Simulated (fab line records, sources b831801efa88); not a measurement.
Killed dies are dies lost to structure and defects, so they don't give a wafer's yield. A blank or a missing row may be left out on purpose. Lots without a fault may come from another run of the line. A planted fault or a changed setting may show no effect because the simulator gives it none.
A struck lot beside a sound one | flow sky130 | 18 steps out of a route of 708
Sound: wafers L783.1, L783.5, L783.6. Struck: wafers L784.1, L784.3, L784.5. The cause comes at the end.
At each step with rows: each side's tool, then ch and its chambers, then its first start. Under that, the readings that differ: sound wafers | struck wafers | difference of the means | sigmas: that difference in standard deviations of wafers without a fault.
alike: readings whose means differ by less than 2 such deviations, and words and numbers that are the same on both sides. not compared: withheld readings, readings that some wafer has no value for, bounds like >300 that may hide the same value, and numbers for which the record gives no deviation and whose values overlap.
The two part at a step that has a row with sigmas, a row that says differs or no value, or rows on one side only. Numbers that don't overlap but have no deviation are shown without sigmas and don't part them. A reading that every wafer of one side lacks parts them only if that side has two wafers or more.

first, 3 steps without rows for these wafers: SKY_POLY_CUT_EXPOSE_05 (exposes mask NPCM, target cd 270 nm); SKY_POLY_CUT_PEB_06; SKY_POLY_CUT_DEVELOP_07 (develop time 60 s).
SKY_POLY_CUT_CD_MEAS_08: target cd 270 nm.
  sound on cd_sem-01, day 25 16:28; struck on cd_sem-01, day 26 02:07
  reading    | sound             | struck            | difference | sigmas
  cd_nm (nm) | 271.4 270.4 272.6 | 267.8 268.8 268.7 | -3.0       | -2
SKY_POLY_CUT_OVL_MEAS_09:
  sound on overlay-01, day 25 16:35; struck on overlay-02, day 26 02:14
  alike: POLY_CUT_OVL
SKY_POLY_CUT_ETCH_10: etches BARC in N2/H2, stops on SiO2, time 45.9 s, target depth 60 nm.
  sound on rie_diel-01 ch 0,1,2, day 25 16:37; struck on rie_diel-02 ch 0,2, day 26 02:17
  alike: drypump_motor_current_A, oes_product_au, throttle_valve_pct
  not compared: rf_hours_counter_h
SKY_POLY_CUT_ETCH_11: etches Si3N4 in CF4/CH2F2/Ar, stops on poly-Si, time 42.5 s, target depth 60 nm.
  sound on rie_diel-01 ch 0,1,2, day 25 16:40; struck on rie_diel-02 ch 0,2, day 26 02:19
  alike: drypump_motor_current_A, oes_product_au, throttle_valve_pct
  not compared: rf_hours_counter_h
SKY_POLY_CUT_STRIP_12: strips in O2/N2.
  sound on plasma_asher-01 ch 0,1, day 25 16:42; struck on plasma_asher-04 ch 0,1, day 26 02:22
  alike: drypump_motor_current_A, oes_product_au, strip_time_to_endpoint_s
  not compared: rf_hours_counter_h
then, 4 steps without rows for these wafers: SKY_SD_P_DEHYDRATE_00 (time 60 s); SKY_SD_P_HMDS_01 (prime time 60 s); SKY_SD_P_COAT_02 (resist thk 1140 nm); SKY_SD_P_SOFTBAKE_03 (time 60 s).
SKY_SD_P_EXPOSE_04: exposes mask PSDM, target cd 380 nm.
  sound on iline_stepper-01 ch 0, day 26 07:57; struck on iline_stepper-01 ch 0, day 26 17:00
  reading                      | sound                   | struck               | difference | sigmas
  model.SD_P.overlay_x_nm (nm) | -0.1332 -0.1332 -0.1332 | -58.43 -58.43 -58.43 | -58.30     |
  alike: mask
then, 2 steps without rows for these wafers: SKY_SD_P_PEB_05; SKY_SD_P_DEVELOP_06 (develop time 60 s).
SKY_SD_P_CD_MEAS_07: target cd 380 nm.
  sound on cd_sem-01, day 26 21:25; struck on cd_sem-01, day 27 07:04
  alike: cd_nm
SKY_SD_P_OVL_MEAS_08:
  sound on overlay-02, day 26 21:32; struck on overlay-02, day 27 07:24
  reading       | sound          | struck            | difference | sigmas
  SD_P_OVL (nm) | -1.5 -1.0 -0.4 | -57.5 -57.8 -57.7 | -56.7      | -38
  not compared: hold
then, 1 step without rows for these wafers: SKY_PAD_OPEN_PROBE_99.

WHERE THEY PART
First at SKY_POLY_CUT_CD_MEAS_08; last, within this record, at SKY_SD_P_OVL_MEAS_08.

WHY: what the simulator had put in
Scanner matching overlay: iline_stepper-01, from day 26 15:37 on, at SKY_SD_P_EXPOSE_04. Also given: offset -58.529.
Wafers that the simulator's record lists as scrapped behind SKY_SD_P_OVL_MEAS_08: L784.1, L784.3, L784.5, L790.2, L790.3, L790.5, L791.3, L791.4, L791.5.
